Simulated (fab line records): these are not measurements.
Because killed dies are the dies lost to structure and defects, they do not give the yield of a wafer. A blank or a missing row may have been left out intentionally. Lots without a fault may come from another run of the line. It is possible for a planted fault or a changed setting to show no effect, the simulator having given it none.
fab line records ; flow gf180mcu
record: lots: 14; wafers: 42; last-day: 34
route steps=602 shown NWELL@51 V1@340 V2@385
lots that met no fault: from a run of the same line without faults
start-h: hours from the record's opening day to when the first of the lot's shown wafers began ; wait-h: how many hours have passed since the lot's step before this one ; " repeats the value in the row above ; L1.1+2: several wafers, shown together as one row ; - no value, or no start given ; * or withheld: withheld ; < > ~ a bound
route shown NAME@n: names a module that has steps shown in the file, with the first one's number in the route ; usual: mean and standard deviation over wafers with no fault ; same: alike in all rows ; chamber/n: place in a boat ; sites: each site's reading ; _std_site: how widely they spread, as a standard deviation ; _edge_site: the outer-site mean with the inner-site mean subtracted ; radius-mm: how far each site lies from the wafer's centre ; mask NAME#n: copy n ; behind: tool/chamber where the wafer was last shaped ; hold: the reason the lot was held/the length of the hold in hours/how it ended ; device: the transistor (n, p or np) that didn't switch ; end of line: tests run on the same wafers once the route is complete ; step lacking rows: just its recipe ; killed: count of dies lost to structure and defects at first sort (not the wafer's yield) ; map: per-die view of a wafer (x killed, . not killed, _ where there is no die)
set.NAME: the setting the step ran with; set.NAME@STEP: the setting that earlier step ran with ; model.NAME: the simulator's own value behind a step, which no gauge read
a sample of lots followed through the steps of the route, with each step as a table and each wafer as a row
services: the hour from which a tool's chamber was out of use, counted from the record's first day as start-h (under 0 if before that day), plus the number of hours and why
== steps ==
step: GF_NWELL_IMPLANT_09
recipe: species: P; energy-kev: 160; dose-cm2: 4e+12; tilt-deg: 0
usual: beam-energy-keV: 160.00/0.053
lot.wafer;tool;chamber;start-h;wait-h;beam-energy-keV
L701.1;implanter-03;0;56.36;0.1;159.92
L701.3;implanter-03;0;56.36;0.1;159.95
L701.5;implanter-03;0;56.36;0.1;159.94
L702.2;implanter-01;0;64.14;0.1;159.93
L702.4;implanter-01;0;64.14;0.1;160.00
L702.5;implanter-01;0;64.14;0.1;160.07
L707.2;implanter-01;0;88.54;0.1;160.03
L707.4;implanter-01;0;88.54;0.1;160.03
L707.5;implanter-01;0;88.54;0.1;160.01
L708.1;implanter-04;0;93.31;0.1;160.03
L708.2;implanter-04;0;93.31;0.1;160.05
L708.4;implanter-04;0;93.31;0.1;160.05
L710.3;implanter-01;0;103.22;0.1;160.11
L710.4;implanter-01;0;103.22;0.1;160.07
L710.6;implanter-01;0;103.22;0.1;160.04
L711.2;implanter-03;0;110.14;0.1;160.05
L711.5;implanter-03;0;110.14;0.1;160.08
L711.6;implanter-03;0;110.14;0.1;159.93
L712.2;implanter-03;0;118.52;0.1;159.94
L712.3;implanter-03;0;118.52;0.1;160.02
L712.6;implanter-03;0;118.52;0.1;160.01
L714.1;implanter-04;0;127.36;0.1;160.06
L714.4;implanter-04;0;127.36;0.1;160.00
L714.5;implanter-04;0;127.36;0.1;160.00
L715.1;implanter-01;0;131.79;0.1;159.99
L715.4;implanter-01;0;131.79;0.1;159.98
L715.5;implanter-01;0;131.79;0.1;159.96
L717.2;implanter-01;0;144.22;0.1;160.04
L717.3;implanter-01;0;144.22;0.1;160.01
L717.6;implanter-01;0;144.22;0.1;160.08
L718.2;implanter-03;0;148.34;0.1;143.69
L718.4;implanter-03;0;148.34;0.1;143.70
L718.5;implanter-03;0;148.34;0.1;143.74
L721.2;implanter-03;0;166.29;0.1;143.59
L721.4;implanter-03;0;166.29;0.1;143.64
L721.5;implanter-03;0;166.29;0.1;143.63
L723.2;implanter-04;0;174.57;0.1;160.08
L723.3;implanter-04;0;174.57;0.1;160.08
L723.4;implanter-04;0;174.57;0.1;160.04
L724.4;implanter-04;0;180.62;0.1;159.96
L724.5;implanter-04;0;180.62;0.1;159.92
L724.6;implanter-04;0;180.62;0.1;159.86
step: GF_V1_BOW_MEAS_05
recipe: mode: bow
usual: V1_BOW: 83/7.7
lot.wafer;tool;chamber;start-h;wait-h;V1_BOW[um]
L701.1;film-metro-04;-;387.00;0.2;91
L701.3;film-metro-04;-;387.00;0.2;82
L701.5;film-metro-04;-;387.00;0.2;80
L702.2;film-metro-02;-;397.05;0.2;79
L702.4;film-metro-02;-;397.05;0.2;94
L702.5;film-metro-02;-;397.05;0.2;91
L707.2;film-metro-04;-;444.41;0.1;92
L707.4;film-metro-04;-;444.41;0.1;83
L707.5;film-metro-04;-;444.41;0.1;80
L708.1;film-metro-03;-;449.95;0.1;83
L708.2;film-metro-03;-;449.95;0.1;72
L708.4;film-metro-03;-;449.95;0.1;87
L710.3;film-metro-04;-;471.27;0.1;86
L710.4;film-metro-04;-;471.27;0.1;93
L710.6;film-metro-04;-;471.27;0.1;95
L711.2;film-metro-04;-;480.22;0.2;75
L711.5;film-metro-04;-;480.22;0.2;85
L711.6;film-metro-04;-;480.22;0.2;90
L712.2;film-metro-02;-;490.63;0.3;74
L712.3;film-metro-02;-;490.63;0.3;67
L712.6;film-metro-02;-;490.63;0.3;72
L714.1;film-metro-03;-;506.79;0.2;97
L714.4;film-metro-03;-;506.79;0.2;85
L714.5;film-metro-03;-;506.79;0.2;83
L715.1;film-metro-04;-;513.46;0.2;74
L715.4;film-metro-04;-;513.46;0.2;93
L715.5;film-metro-04;-;513.46;0.2;78
L717.2;film-metro-04;-;531.32;0.2;81
L717.3;film-metro-04;-;531.32;0.2;82
L717.6;film-metro-04;-;531.32;0.2;82
L718.2;film-metro-02;-;535.07;0.2;75
L718.4;film-metro-02;-;535.07;0.2;76
L718.5;film-metro-02;-;535.07;0.2;75
L721.2;film-metro-04;-;561.16;0.2;92
L721.4;film-metro-04;-;561.16;0.2;96
L721.5;film-metro-04;-;561.16;0.2;90
L723.2;film-metro-03;-;574.75;0.2;82
L723.3;film-metro-03;-;574.75;0.2;90
L723.4;film-metro-03;-;574.75;0.2;87
L724.4;film-metro-02;-;579.26;0.3;95
L724.5;film-metro-02;-;579.26;0.3;84
L724.6;film-metro-02;-;579.26;0.3;79
step: GF_V2_THK_MEAS_03
recipe: reads: SiO2_of_V2_CVD_02
usual: V2_CVD_02_THK: 851/10
lot.wafer;tool;chamber;start-h;wait-h;V2_CVD_02_THK[nm]
L701.1;film-metro-02;-;436.59;0.0;840
L701.3;film-metro-02;-;436.59;0.0;835
L701.5;film-metro-02;-;436.59;0.0;856
L702.2;film-metro-01;-;447.55;0.0;840
L702.4;film-metro-01;-;447.55;0.0;849
L702.5;film-metro-01;-;447.55;0.0;845
L707.2;film-metro-01;-;495.37;0.0;854
L707.4;film-metro-01;-;495.37;0.0;852
L707.5;film-metro-01;-;495.37;0.0;859
L708.1;film-metro-03;-;499.31;0.0;847
L708.2;film-metro-03;-;499.31;0.0;837
L708.4;film-metro-03;-;499.31;0.0;850
L710.3;film-metro-03;-;521.38;0.1;837
L710.4;film-metro-03;-;521.38;0.1;845
L710.6;film-metro-03;-;521.38;0.1;848
L711.2;film-metro-03;-;530.30;0.0;854
L711.5;film-metro-03;-;530.30;0.0;853
L711.6;film-metro-03;-;530.30;0.0;853
L712.2;film-metro-03;-;540.30;0.0;848
L712.3;film-metro-03;-;540.30;0.0;857
L712.6;film-metro-03;-;540.30;0.0;865
L714.1;film-metro-01;-;555.65;0.0;846
L714.4;film-metro-01;-;555.65;0.0;851
L714.5;film-metro-01;-;555.65;0.0;850
L715.1;film-metro-03;-;561.39;0.0;858
L715.4;film-metro-03;-;561.39;0.0;856
L715.5;film-metro-03;-;561.39;0.0;866
L717.2;film-metro-02;-;578.88;0.0;843
L717.3;film-metro-02;-;578.88;0.0;818
L717.6;film-metro-02;-;578.88;0.0;844
L718.2;film-metro-02;-;581.87;0.0;849
L718.4;film-metro-02;-;581.87;0.0;858
L718.5;film-metro-02;-;581.87;0.0;857
L721.2;film-metro-03;-;605.87;0.0;853
L721.4;film-metro-03;-;605.87;0.0;856
L721.5;film-metro-03;-;605.87;0.0;854
L723.2;film-metro-01;-;620.00;0.0;858
L723.3;film-metro-01;-;620.00;0.0;849
L723.4;film-metro-01;-;620.00;0.0;857
L724.4;film-metro-03;-;623.82;0.0;865
L724.5;film-metro-03;-;623.82;0.0;873
L724.6;film-metro-03;-;623.82;0.0;864
step: GF_V2_OVL_MEAS_15
usual: V2_OVL: -3/6.6
lot.wafer;tool;chamber;start-h;wait-h;V2_OVL[nm]
L701.1;overlay-02;-;461.71;0.1;5
L701.3;overlay-02;-;461.71;0.1;1
L701.5;overlay-02;-;461.71;0.1;4
L702.2;overlay-02;-;471.68;0.1;-2
L702.4;overlay-02;-;471.68;0.1;3
L702.5;overlay-02;-;471.68;0.1;2
L707.2;overlay-01;-;519.21;0.1;-3
L707.4;overlay-01;-;519.21;0.1;-8
L707.5;overlay-01;-;519.21;0.1;-5
L708.1;overlay-01;-;523.62;0.1;7
L708.2;overlay-01;-;523.62;0.1;8
L708.4;overlay-01;-;523.62;0.1;15
L710.3;overlay-01;-;544.42;0.1;-7
L710.4;overlay-01;-;544.42;0.1;-8
L710.6;overlay-01;-;544.42;0.1;-3
L711.2;overlay-01;-;553.71;0.1;-5
L711.5;overlay-01;-;553.71;0.1;3
L711.6;overlay-01;-;553.71;0.1;-4
L712.2;overlay-02;-;563.38;0.1;-5
L712.3;overlay-02;-;563.38;0.1;5
L712.6;overlay-02;-;563.38;0.1;10
L714.1;overlay-01;-;578.27;0.1;-1
L714.4;overlay-01;-;578.27;0.1;-3
L714.5;overlay-01;-;578.27;0.1;-12
L715.1;overlay-02;-;583.74;0.1;0
L715.4;overlay-02;-;583.74;0.1;7
L715.5;overlay-02;-;583.74;0.1;9
L717.2;overlay-01;-;600.93;0.1;-9
L717.3;overlay-01;-;600.93;0.1;5
L717.6;overlay-01;-;600.93;0.1;-9
L718.2;overlay-01;-;604.10;0.1;-3
L718.4;overlay-01;-;604.10;0.1;-1
L718.5;overlay-01;-;604.10;0.1;4
L721.2;overlay-01;-;626.46;0.1;-6
L721.4;overlay-01;-;626.46;0.1;4
L721.5;overlay-01;-;626.46;0.1;-3
L723.2;overlay-01;-;641.00;0.1;-14
L723.3;overlay-01;-;641.00;0.1;-17
L723.4;overlay-01;-;641.00;0.1;-16
L724.4;overlay-02;-;643.96;0.1;3
L724.5;overlay-02;-;643.96;0.1;-9
L724.6;overlay-02;-;643.96;0.1;-2
== services ==
tool;chamber;start-h;hours;kind
implanter-01;-;39.67;1.0;repair
implanter-03;-;81.58;3.2;repair
implanter-04;-;84.28;2.3;repair
implanter-03;-;92.19;4.1;repair
implanter-01;-;107.04;1.0;repair
== key ==
first-sign: step: GF_NWELL_IMPLANT_09; reading: beam-energy-keV; direction: down; sigmas: 99+; usual: 160.00; struck: 143.66
effect none on later readings
met-at GF_NWELL_IMPLANT_09
struck-lots L718,L721
tester-left-out L718,L721
not-acting-at GF_V1_BOW_MEAS_05,GF_V2_THK_MEAS_03,GF_V2_OVL_MEAS_15
onset-between 118.52 148.34
fault: kind: process-parameter-drift; tool: implanter-03; chamber: -; onset-h: 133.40; steps: GF_NWELL_IMPLANT_09; channel: energy-kev; offset: -16.321; shape: step; end-h: 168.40; acts-in: these-recipes-only; stated: 160
tester-left-out: of these lots the tester's yield and bins aren't shown, on N5 and GAA mostly nor the transistor test; their killed dies are dies lost to structure and defects alone, not to doping, threshold or leakage, so they don't give the yield
